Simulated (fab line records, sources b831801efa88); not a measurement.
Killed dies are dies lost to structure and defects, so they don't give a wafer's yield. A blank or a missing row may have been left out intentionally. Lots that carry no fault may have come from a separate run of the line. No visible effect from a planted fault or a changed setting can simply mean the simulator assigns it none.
8D (eight disciplines) problem report, filled in by code / flow sky130 / the parts of the form that need people (team, actions taken, sign-off) are left out

1. PROBLEM STATEMENT
Mean SD_N_RS at SKY_SD_N_RS_MEAS_16: 71.67 ohm/sq over 6 wafers in 2 lots; fault-free wafers: 68.52 ohm/sq, standard deviation 0.14. Relative to the usual mean, that is a shift of +23 standard deviations.
The step: measures by four-point-probe.
Earliest sighting: wafer L661.2 on film metro-01 at day 31 06:19. At this step, 33 wafers from 11 lots have a number in the record. By rule, "out" or "out of limits" means more than 4 standard deviations away from the usual mean. All remaining wafers that have a number are taken as sound.

2. WHAT IT IS AND WHAT IT IS NOT
question=which readings at this step | is=SD_N_RS | is not=-
question=which lots | is=L661, L663 | is not=L652, L653, L654, L655, L668, L670, L672, L673, L674
question=which wafers of those lots | is=all that have a number | is not=-
question=read on which gauges | is=film metro-01 | is not=film metro-02, film metro-03
question=when | is=from day 31 06:19 | is not=up to then (12 sound wafers); but 15 sound wafers of L668, L670, L672, L673, L674 came after

3. THE SUSPECTS, EACH WITH WHAT RULES IT OUT
Counting: a tool stays on the suspect list if, at a process step up to the reading, it processed all lots that are out and no sound lot following the first of them.
- the gauge at SKY_SD_N_RS_MEAS_16 has been ruled out. All the wafers that are out were read on film metro-01, but those of them that SKY_SD_N_RTA_14 has rows for are out there too, on other tools.
- rtp anneal-02 at SKY_SD_N_RTA_14 (time 2 s): ruled out as a lasting fault. The sound lots L673, L674 went through it after L661, its earliest lot that is out (day 31 06:08).
Left after counting: nothing in the record.

4. THE CAUSE (what the simulator had put in)
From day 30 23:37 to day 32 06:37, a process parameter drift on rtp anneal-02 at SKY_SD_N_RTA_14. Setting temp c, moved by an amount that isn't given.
It was ruled out by counting, in error; the rule expects a fault to strike all lots run on its tool from its start on, and this fault did not.

5. SEQUENCE OF EFFECTS, ordered by route
One row per reading whose mean, taken over the struck wafers that have a number, lies over 3 standard deviations from the usual. Only readings whose record carries a usual standard deviation are examined. hours: median over the lots of the time between each lot's start at the first step of this table that gives one and its start at this step. sigmas: the change, counted in usual standard deviations.
hours=0; step=SKY_SD_N_RTA_14; reading=lamp power pct; usual=15.73 %; on struck wafers=15.32; change=-0.41; sigmas=-8.2
hours=0; step=SKY_SD_N_RTA_14; reading=wafer_temp_C_max; usual=1077.8; on struck wafers=1057.7; change=-20.1; sigmas=-15
hours=0; step=SKY_SD_N_RS_MEAS_16; reading=SD_N_RS; usual=68.52 ohm/sq; on struck wafers=71.67; change=+3.16; sigmas=+23
hours=0; step=SKY_SD_N_RS_MEAS_17; reading=SD_P_RS; usual=147.0 ohm/sq; on struck wafers=164.4; change=+17.4; sigmas=+58
Here are the process steps it includes:
- SKY_SD_N_RTA_14: time 2 s.

6. HOW IT WOULD HAVE BEEN CAUGHT EARLIER
7 hours passed between the start of the fault at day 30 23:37 and the first reading out of limits at a measuring or inspecting step in this record, taken at day 31 06:19.
The tool's own readings at SKY_SD_N_RTA_14 were out on every struck wafer that the step has a row for (lamp power pct, wafer_temp_C_max): an alarm limit on them would have fired on the first of those.
